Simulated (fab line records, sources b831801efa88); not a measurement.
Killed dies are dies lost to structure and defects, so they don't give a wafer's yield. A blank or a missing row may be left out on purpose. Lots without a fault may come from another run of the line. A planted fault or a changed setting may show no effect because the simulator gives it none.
Which tool did it? | flow sky130 | 14 lots, 42 wafers sampled, at 2 steps of a route of 708

WHAT THE GAUGES READ, wafer by wafer
SKY_CONTACT_THK_MEAS_26: measures by xrf.
lot  | measured     | on            | CONTACT_W_THK (nm)
L776 | day 31 15:39 | film_metro-03 | 336 334 340
L777 | day 31 17:43 | film_metro-01 | 315 318 318
L778 | day 32 19:52 | film_metro-03 | 326 333 332
L779 | day 32 20:19 | film_metro-01 | 327 326 330
L782 | day 33 15:39 | film_metro-03 | 331 333 330
L787 | day 35 05:00 | film_metro-01 | 331 329 334
L786 | day 35 05:42 | film_metro-03 | 335 337 331
L789 | day 36 04:24 | film_metro-03 | 337 335 333
L790 | day 36 11:42 | film_metro-03 | 331 327 330
L793 | day 37 05:08 | film_metro-01 | 330 333 331
L794 | day 37 12:06 | film_metro-03 | 334 329 334
L796 | day 37 23:29 | film_metro-02 | 330 326 322
L798 | day 39 12:14 | film_metro-01 | 323 320 323
L799 | day 39 13:31 | film_metro-03 | 328 334 332

SKY_METAL1_RS_MEAS_05: measures by four-point-probe.
lot  | measured     | on            | METAL1_ALCU_RS (ohm/sq)
L776 | day 31 16:12 | film_metro-04 | 0.1279 0.1269 0.1261
L777 | day 31 18:14 | film_metro-02 | 0.1283 0.1271 0.1274
L778 | day 32 20:23 | film_metro-04 | 0.1263 0.1268 0.1269
L779 | day 32 21:05 | film_metro-01 | 0.1264 0.1250 0.1255
L782 | day 33 16:09 | film_metro-04 | 0.1291 0.1277 0.1289
L787 | day 35 05:30 | film_metro-01 | 0.1273 0.1266 0.1264
L786 | day 35 06:13 | film_metro-04 | 0.1285 0.1280 0.1278
L789 | day 36 04:55 | film_metro-02 | 0.1251 0.1268 0.1261
L790 | day 36 12:13 | film_metro-02 | 0.1278 0.1271 0.1262
L793 | day 37 05:38 | film_metro-01 | 0.1301 0.1302 0.1287
L794 | day 37 13:00 | film_metro-01 | 0.1277 0.1276 0.1290
L796 | day 37 23:59 | film_metro-04 | 0.1261 0.1276 0.1271
L798 | day 39 12:44 | film_metro-04 | 0.1284 0.1281 0.1281
L799 | day 39 14:02 | film_metro-02 | 0.1287 0.1281 0.1280

WHICH TOOL RAN EACH LOT (tool, then ch and the chambers of the sampled wafers, then the start)
The record holds no process step before these readings.

WHAT THE TOOLS THEMSELVES READ (means of the sampled wafers that have a number; where no wafer has one, the mark that the record gives instead)
The record holds no such reading with a usual standard deviation.

THE ANSWER, worked out from the rows above alone
Rule: what is usual is taken from the lots themselves. Put in order of their means at a reading, lots are off if they are a third of the lots or fewer, leave a main group of 4 or more, and stand apart from it by a gap of 3 or more times the standard deviation of the main group's means; of several such gaps the widest counts. A main group whose means are all the same, to the digits that the tables above print for the reading, isn't used. A lot without any number at a reading at which 4 lots or more have one is off too. The other lots that the step has rows for count as sound. The gauges are gone through in route order, then the tools' own readings, and for those a lot's mean is taken as printed above. The first step at which some lot is off is used, and at that step the reading that is off furthest; a lot without a number counts as furthest.
No lot is off at any reading shown: from this, nothing can be told.

WHAT THE SIMULATOR HAD PUT IN
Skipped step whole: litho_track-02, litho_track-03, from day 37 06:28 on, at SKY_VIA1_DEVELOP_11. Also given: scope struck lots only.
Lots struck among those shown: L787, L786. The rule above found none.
